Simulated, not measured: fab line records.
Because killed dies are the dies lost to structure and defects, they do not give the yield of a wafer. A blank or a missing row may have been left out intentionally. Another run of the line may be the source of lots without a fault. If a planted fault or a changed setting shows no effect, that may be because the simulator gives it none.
One fault seen from 2 desks -- flow sky130 -- each desk holds nothing but its own numbers, with what lay behind them at the end

== DESK OF THE TOOL OWNER: pvd_sputter-03 ==
The tool's own readings at SKY_METAL1_SPUTTER_02 (material AlCu, target thk 250 nm, time 13.3 s): means of the sampled wafers that have a number, for each lot that ran on this tool. Any lot whose mean is over 4 standard deviations away from the usual mean is out of limits and marked OUT; that distance is given in the brackets.
Columns: A = throttle_valve_pct at SKY_METAL1_SPUTTER_02, usual 29.6 %
lot,first seen here,A
L956,day 32 20:29,28.3
L960,day 34 15:18,28.1
L962,day 34 16:35,30.9
L964,day 35 00:29,30.3
L965,day 36 20:35,29.3
L968,day 36 22:08,29.7
L977,day 39 03:44,31.0
This desk found nothing out of limits on any of the 7 lots.

== AT THE METROLOGY DESK ==
Means of the sampled wafers that have a number, per lot and without regard to the tool the lot ran on: this is what the gauges read. Any lot whose mean is over 4 standard deviations away from the usual mean is out of limits and marked OUT; that distance is given in the brackets.
Columns: A = METAL1_ALCU_RS at SKY_METAL1_RS_MEAS_05, usual 0.1322 ohm/sq; B = METAL1_ALCU_THK at SKY_METAL1_THK_MEAS_06, usual 236.6 nm; C = cd_nm at SKY_METAL1_CD_MEAS_15, usual 139.7 nm; D = VIA1_W_RS at SKY_VIA1_RS_MEAS_22, usual 0.429 ohm/sq
lot,first seen here,A,B,C,D
L954,day 30 23:00,0.1313,237.5,140.8,0.424
L955,day 32 00:58,0.1332,235.0,143.5,0.429
L956,day 32 20:37,0.1335,233.6,138.9,0.426
L957,day 33 04:02,0.1331,236.1,138.1,0.434
L959,day 33 23:31,0.1309,237.5,140.3,0.428
L960,day 34 15:23,0.1322,235.9,139.3,0.432
L962,day 34 16:42,0.1322,236.5,142.1,0.433
L961,day 34 21:24,0.1344,232.5,139.8,0.423
L964,day 35 00:37,0.0876 (-30) OUT,352.5 (+40) OUT,138.9,0.424
L965,day 36 20:40,0.0885 (-29) OUT,348.2 (+38) OUT,139.2,0.431
L968,day 36 22:14,0.0879 (-30) OUT,353.2 (+40) OUT,141.2,0.429
L973,day 37 18:58,0.1318,236.7,138.5,0.424
L974,day 38 05:31,0.1347,232.3,140.0,0.432
L975,day 38 06:00,0.1334,233.9,141.8,0.425
L977,day 39 03:50,0.1317,237.2,136.3,0.429
Finding of this desk: L964, L965, L968 out of limits, first seen on L964 at day 35 00:37 (METAL1_ALCU_RS at SKY_METAL1_RS_MEAS_05). L954, L955, L956, L957, L959, L960, L962, L961, L973, L974, L975, L977: within limits.

== TAKEN TOGETHER ==
At day 35 00:37 the metrology desk could have sounded an alarm, on L964, L965, L968.
The tool owner's desk saw nothing out of limits.
The tool owner's desk has L964, L965, L968 on record, within its limits.
Every lot named ran SKY_METAL1_SPUTTER_02 on pvd_sputter-03.

== WHAT THE SIMULATOR HAD PUT IN ==
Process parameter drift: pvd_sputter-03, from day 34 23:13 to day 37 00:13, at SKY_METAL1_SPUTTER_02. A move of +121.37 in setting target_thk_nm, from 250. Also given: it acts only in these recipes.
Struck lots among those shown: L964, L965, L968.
Time in hours between the start of the fault and the first out-of-limits reading at each desk: metrology desk, 1.
